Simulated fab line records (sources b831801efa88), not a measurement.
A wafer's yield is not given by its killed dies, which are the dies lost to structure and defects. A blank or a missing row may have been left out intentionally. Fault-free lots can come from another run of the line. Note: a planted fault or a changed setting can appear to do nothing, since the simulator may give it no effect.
Chamber matching | flow sky130 | rieDiel-02 running SKY_PAD_OPEN_ETCH_07: 4 sister chambers
The step etches the open film in CF4/O2, stops on AlCu, target depth 725 nm, time 161.1 s. 4 wafers are shown with their chamber, then 10 later ones without.

== WAFERS, EACH WITH ITS CHAMBER ==
wafer  | chamber | drypumpMotorCurrentA (A)
L088.1 | 0       | 5.7
L088.5 | 2       | 6.2
L089.1 | 1       | 5.8
L089.2 | 3       | 5.4

== WAFERS WHOSE CHAMBER IS MISSING ==
wafer  | drypumpMotorCurrentA (A)
L089.3 | 5.7
L089.4 | 6.2
L089.5 | 5.8
L089.6 | 6.2
L095.2 | 5.7
L095.3 | 5.8
L095.4 | 5.3
L096.1 | 5.3
L096.5 | 5.7
L096.6 | 5.3

== THE CHAMBER EACH PASSED THROUGH ==
wafer  | from the rows above     | in truth
L089.3 | can't be placed: 0 or 1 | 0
L089.4 | 2                       | 2
L089.5 | can't be placed: 1 or 0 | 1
L089.6 | 2                       | 2
L095.2 | can't be placed: 0 or 1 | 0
L095.3 | can't be placed: 1 or 0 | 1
L095.4 | 3                       | 3
L096.1 | 3                       | 3
L096.5 | can't be placed: 0 or 1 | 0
L096.6 | 3                       | 3
Placed correctly: 5 of 10. From these rows, 5 cannot be placed; in 5 the true chamber is one of the candidates. Number placed wrongly: 0.
How it was worked out, from the rows above alone: a wafer's distance from a chamber is the root of the sum, over the readings, of the square of ((its reading less the chamber's mean) divided by the reading's scatter). If the next closest chamber is less than 2 further off than the closest, the wafer can't be placed; otherwise it belongs to the closest. For every chamber, the mean is computed from those of its wafers that are shown. The scatter: root of mean squared gap, hidden wafer to nearest shown wafer, with one shown wafer a chamber.
